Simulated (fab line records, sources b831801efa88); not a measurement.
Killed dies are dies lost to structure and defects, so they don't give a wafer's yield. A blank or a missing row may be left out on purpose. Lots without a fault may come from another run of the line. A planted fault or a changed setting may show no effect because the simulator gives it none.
A struck lot beside a sound one | flow sky130 | 21 steps out of a route of 708
Sound: wafers L493.1, L493.4, L493.6. Struck: wafer L484.5. (L484.3, L484.4 of the same lot were not struck and are left out.) The cause comes at the end.
At each step with rows: each side's tool, then ch and its chambers, then its first start. Under that, the readings that differ: sound wafers | struck wafers | difference of the means | sigmas: that difference in standard deviations of wafers without a fault.
alike: readings whose means differ by less than 2 such deviations, and words and numbers that are the same on both sides. not compared: withheld readings, readings that some wafer has no value for, bounds like >300 that may hide the same value, and numbers for which the record gives no deviation and whose values overlap.
The two part at a step that has a row with sigmas, a row that says differs or no value, or rows on one side only. Numbers that don't overlap but have no deviation are shown without sigmas and don't part them. A reading that every wafer of one side lacks parts them only if that side has two wafers or more.

SKY_LI_CONTACT_CVD_21: deposits W, target thk 400 nm, time 120.56 s.
  sound on cvd_w-02 ch 0,1, day 35 17:13; struck on cvd_w-02 ch 0, day 32 06:41
  alike: heater_power_w, susceptor_temp_C
SKY_LI_CONTACT_RS_MEAS_22: measures by four-point-probe.
  sound on film_metro-04, day 35 17:20; struck on film_metro-01, day 32 06:49
  alike: LI_CONTACT_W_RS
SKY_LI_CONTACT_THK_MEAS_23: measures by xrf.
  sound on film_metro-04, day 35 17:28; struck on film_metro-01, day 32 06:55
  reading               | sound       | struck | difference | sigmas
  LI_CONTACT_W_THK (nm) | 395 400 387 | 407    | +13        | +2
SKY_LI_CONTACT_CMP_24: polishes, stops on PSG, t overpolish 20 s, target thk 0 nm.
  sound on cmp-01 ch 0,1, day 35 17:31; struck on cmp-02 ch 1, day 32 06:58
  reading                | sound          | struck | difference | sigmas
  motor_current_A (A)    | 11.7 12.9 13.3 | 10.7   | -1.9       | -2
  time_to_endpoint_s (s) | 98 93 93       | 104    | +9         | +2
  alike: overpolish_run_s
SKY_LOCAL_INTERCONNECT_SPUTTER_00: material TiN, target thk 100 nm, time 83.3 s.
  sound on pvd_sputter-04, day 35 17:49; struck on pvd_sputter-02, day 32 07:16
  alike: susceptor_temp_C, throttle_valve_pct
SKY_LOCAL_INTERCONNECT_RS_MEAS_01: measures by four-point-probe.
  sound on film_metro-03, day 35 17:53; struck on film_metro-02, day 32 07:22
  alike: LOCAL_INTERCONNECT_TIN_RS
SKY_LOCAL_INTERCONNECT_THK_MEAS_02: measures by xrf.
  sound on film_metro-03, day 35 18:00; struck on film_metro-02, day 32 07:28
  alike: LOCAL_INTERCONNECT_TIN_THK
then, 5 steps without rows for these wafers: SKY_LOCAL_INTERCONNECT_DEHYDRATE_03 (time 60 s); SKY_LOCAL_INTERCONNECT_HMDS_04 (prime time 60 s); SKY_LOCAL_INTERCONNECT_COAT_05 (resist thk 60 nm); SKY_LOCAL_INTERCONNECT_COAT_06 (resist thk 450 nm); SKY_LOCAL_INTERCONNECT_SOFTBAKE_07 (time 88.39 s).
SKY_LOCAL_INTERCONNECT_EXPOSE_08: exposes mask LI1M, target cd 170 nm.
  sound on krf_scanner-02 ch 0, day 36 06:30; struck on krf_scanner-01 ch 0, day 32 19:56
  alike: mask
then, 2 steps without rows for these wafers: SKY_LOCAL_INTERCONNECT_PEB_09; SKY_LOCAL_INTERCONNECT_DEVELOP_10 (develop time 60 s).
SKY_LOCAL_INTERCONNECT_CD_MEAS_11: target cd 170 nm.
  sound on cd_sem-01, day 36 20:21; struck on cd_sem-02, day 33 09:52
  reading    | sound             | struck | difference | sigmas
  cd_nm (nm) | 169.2 168.6 170.2 | 148.2  | -21.1      | -12
SKY_LOCAL_INTERCONNECT_OVL_MEAS_12:
  sound on overlay-02, day 36 20:28; struck on overlay-02, day 33 09:58
  alike: LOCAL_INTERCONNECT_OVL
SKY_LOCAL_INTERCONNECT_ETCH_13: etches BARC in N2/H2, stops on SiO2, time 45.9 s, target depth 60 nm.
  sound on rie_metal-04 ch 0,1, day 36 20:31; struck on rie_metal-02 ch 1, day 33 10:01
  reading                             | sound             | struck | difference | sigmas
  model.LOCAL_INTERCONNECT.cd_nm (nm) | 168.2 168.7 169.8 | 147.8  | -21.1      |
  alike: drypump_motor_current_A, oes_product_au, throttle_valve_pct
  not compared: rf_hours_counter_h
SKY_LOCAL_INTERCONNECT_METAL_ETCH_14: etches TiN in Cl2/BCl3, stops on PSG, target depth 110 nm, time 31.4 s.
  sound on rie_metal-04 ch 0,1, day 36 20:34; struck on rie_metal-02 ch 1, day 33 10:04
  reading                             | sound             | struck | difference | sigmas
  model.LOCAL_INTERCONNECT.cd_nm (nm) | 168.1 169.3 170.1 | 147.5  | -21.7      |
  alike: drypump_motor_current_A, oes_product_au, throttle_valve_pct
  not compared: rf_hours_counter_h
SKY_LOCAL_INTERCONNECT_STRIP_15: strips in O2/N2.
  sound on plasma_asher-01 ch 0,1, day 36 20:37; struck on plasma_asher-01 ch 1, day 33 10:08
  alike: drypump_motor_current_A, oes_product_au, strip_time_to_endpoint_s
  not compared: rf_hours_counter_h
-- the record jumps here: 15 days lie between the struck wafers' starts before and after (it left off in module LOCAL_INTERCONNECT and takes up again in module PAD_OPEN, whose first step shown is number 708 of the route) --
SKY_PAD_OPEN_PROBE_99:
  sound on prober-01, day 50 10:07; struck on prober-01, day 47 23:24
  reading                        | sound             | struck | difference | sigmas
  killed_at_M0_to_M3             | 48 34 39          | 56     | +16        | +2
  killed_at_contacts             | 21 23 18          | 41     | +20        | +4
  killed_dies                    | 84 75 70          | 112    | +36        | +4
  killed_short                   | 35 32 33          | 47     | +14        | +2
  model.etest.res_li.line_ohm_um | 74.52 75.8 74.64  | 86.3   | +11.3      |
  model.etest.mcon_chain.rc_ohm  | 16.07 16.06 16.57 | 18.1   | +1.9       |
  alike: killed_at_M4_up, killed_at_front_end, killed_at_other, killed_open

WHERE THEY PART
First at SKY_LI_CONTACT_THK_MEAS_23; last, within this record, at SKY_PAD_OPEN_PROBE_99.

WHY: what the simulator had put in
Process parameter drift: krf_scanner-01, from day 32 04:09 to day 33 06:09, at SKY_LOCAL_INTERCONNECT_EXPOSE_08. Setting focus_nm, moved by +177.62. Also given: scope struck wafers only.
